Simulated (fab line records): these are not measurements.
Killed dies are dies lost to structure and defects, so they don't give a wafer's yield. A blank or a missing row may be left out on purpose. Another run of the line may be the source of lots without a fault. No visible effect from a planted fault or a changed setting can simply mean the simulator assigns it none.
Which tool is to blame? / flow gf180mcu / 15 lots, 45 wafers sampled, at 3 steps of a route of 602

== WHAT EACH GAUGE READ, for each wafer ==
GF_V2_THK_MEAS_25: measures by xrf. Usual: V2_W_THK gives 350 nm (standard deviation 5.8).
lot=L511; measured=day 20 09:04; on=film metro-02; V2_W_THK (nm)=352 350 353; flag=
lot=L513; measured=day 21 01:05; on=film metro-01; V2_W_THK (nm)=345 347 348; flag=
lot=L514; measured=day 21 11:10; on=film metro-01; V2_W_THK (nm)=348 342 343; flag=
lot=L515; measured=day 22 02:22; on=film metro-01; V2_W_THK (nm)=350 348 347; flag=
lot=L520; measured=day 23 16:34; on=film metro-02; V2_W_THK (nm)=358 355 355; flag=
lot=L521; measured=day 24 03:45; on=film metro-02; V2_W_THK (nm)=349 352 349; flag=
lot=L522; measured=day 24 09:08; on=film metro-01; V2_W_THK (nm)=352 350 352; flag=
lot=L524; measured=day 24 20:58; on=film metro-02; V2_W_THK (nm)=359 362 354; flag=
lot=L526; measured=day 25 15:45; on=film metro-03; V2_W_THK (nm)=342 344 349; flag=
lot=L528; measured=day 26 11:08; on=film metro-03; V2_W_THK (nm)=351 354 352; flag=
lot=L529; measured=day 26 11:44; on=film metro-03; V2_W_THK (nm)=357 357 354; flag=
lot=L530; measured=day 26 16:46; on=film metro-02; V2_W_THK (nm)=353 358 354; flag=
lot=L531; measured=day 27 03:05; on=film metro-02; V2_W_THK (nm)=341 344 345; flag=
lot=L532; measured=day 27 12:20; on=film metro-03; V2_W_THK (nm)=351 351 353; flag=
lot=L533; measured=day 27 18:34; on=film metro-02; V2_W_THK (nm)=358 359 360; flag=

GF_M3_CD_MEAS_14 targets a cd of 280 nm. Usual: cd nm 280.3 nm, standard deviation 1.3.
lot=L511; measured=day 21 09:43; on=cd sem-02; cd nm (nm)=279.6 278.2 279.6; flag=
lot=L513; measured=day 22 01:03; on=cd sem-02; cd nm (nm)=279.7 279.7 280.6; flag=
lot=L514; measured=day 22 11:29; on=cd sem-01; cd nm (nm)=277.5 277.9 279.2; flag=
lot=L515; measured=day 23 01:31; on=cd sem-02; cd nm (nm)=279.6 278.6 279.2; flag=
lot=L520; measured=day 24 14:48; on=cd sem-02; cd nm (nm)=280.5 280.8 281.1; flag=
lot=L521; measured=day 25 01:49; on=cd sem-01; cd nm (nm)=280.1 279.1 280.0; flag=
lot=L522; measured=day 25 06:51; on=cd sem-01; cd nm (nm)=280.0 280.9 279.7; flag=
lot=L524; measured=day 25 19:07; on=cd sem-02; cd nm (nm)=277.7 279.6 279.8; flag=
lot=L526; measured=day 26 13:02; on=cd sem-02; cd nm (nm)=281.0 279.6 277.9; flag=
lot=L528; measured=day 27 08:13; on=cd sem-01; cd nm (nm)=281.3 281.1 280.7; flag=
lot=L529; measured=day 27 08:55; on=cd sem-01; cd nm (nm)=281.0 279.3 280.9; flag=
lot=L530; measured=day 27 13:25; on=cd sem-01; cd nm (nm)=283.0 283.2 282.1; flag=
lot=L531; measured=day 27 23:58; on=cd sem-02; cd nm (nm)=281.4 281.8 280.5; flag=
lot=L532; measured=day 28 08:37; on=cd sem-02; cd nm (nm)=283.2 281.7 282.6; flag=
lot=L533; measured=day 28 13:48; on=cd sem-02; cd nm (nm)=282.0 281.8 281.6; flag=

GF_V3_BOW_MEAS_05. Usual: V3_BOW gives 116 um (standard deviation 8.6).
lot=L511; measured=day 21 11:05; on=film metro-04; V3_BOW (um)=105 124 108; flag=
lot=L513; measured=day 22 02:32; on=film metro-04; V3_BOW (um)=128 112 121; flag=
lot=L514; measured=day 22 12:58; on=film metro-04; V3_BOW (um)=113 123 120; flag=
lot=L515; measured=day 23 02:53; on=film metro-01; V3_BOW (um)=111 116 114; flag=
lot=L520; measured=day 24 16:12; on=film metro-01; V3_BOW (um)=116 117 125; flag=
lot=L521; measured=day 25 03:11; on=film metro-02; V3_BOW (um)=113 118 120; flag=
lot=L522; measured=day 25 08:13; on=film metro-04; V3_BOW (um)=113 111 109; flag=
lot=L524; measured=day 25 20:31; on=film metro-04; V3_BOW (um)=126 123 123; flag=
lot=L526; measured=day 26 14:49; on=film metro-04; V3_BOW (um)=111 135 112; flag=
lot=L528; measured=day 27 09:37; on=film metro-01; V3_BOW (um)=110 100 109; flag=
lot=L529; measured=day 27 10:24; on=film metro-01; V3_BOW (um)=112 123 116; flag=
lot=L530; measured=day 27 14:47; on=film metro-04; V3_BOW (um)=107 100 111; flag=
lot=L531; measured=day 28 01:27; on=film metro-04; V3_BOW (um)=118 124 124; flag=
lot=L532; measured=day 28 09:59; on=film metro-01; V3_BOW (um)=107 112 112; flag=
lot=L533; measured=day 28 15:10; on=film metro-04; V3_BOW (um)=126 122 115; flag=

== EACH LOT AND THE TOOL THAT RAN IT (in order: tool; ch and the chambers of the sampled wafers; start) ==
Before these readings, the record contains no process step.

== WHAT THE TOOLS THEMSELVES READ (means of the sampled wafers that have a number; where no wafer has one, the mark that the record gives instead) ==
The record holds no such reading with a usual standard deviation.

== THE ANSWER, worked out from the rows above alone ==
Rule: lot off if the mean of its wafers having a number is beyond 3 standard deviations from the usual mean. Also off: a lot with no number at a reading for which 4 or more lots have one. All remaining lots with rows at the step are treated as sound. The gauges are gone through in route order, then the tools' own readings, and for those a lot's mean is taken as printed above. At the first step where some lot is off, the reading lying furthest off is the one used; lots without a number count as furthest.
Across all readings shown, no lot is off: no conclusion can be drawn from this.

== WHAT WAS PUT IN BY THE SIMULATOR ==
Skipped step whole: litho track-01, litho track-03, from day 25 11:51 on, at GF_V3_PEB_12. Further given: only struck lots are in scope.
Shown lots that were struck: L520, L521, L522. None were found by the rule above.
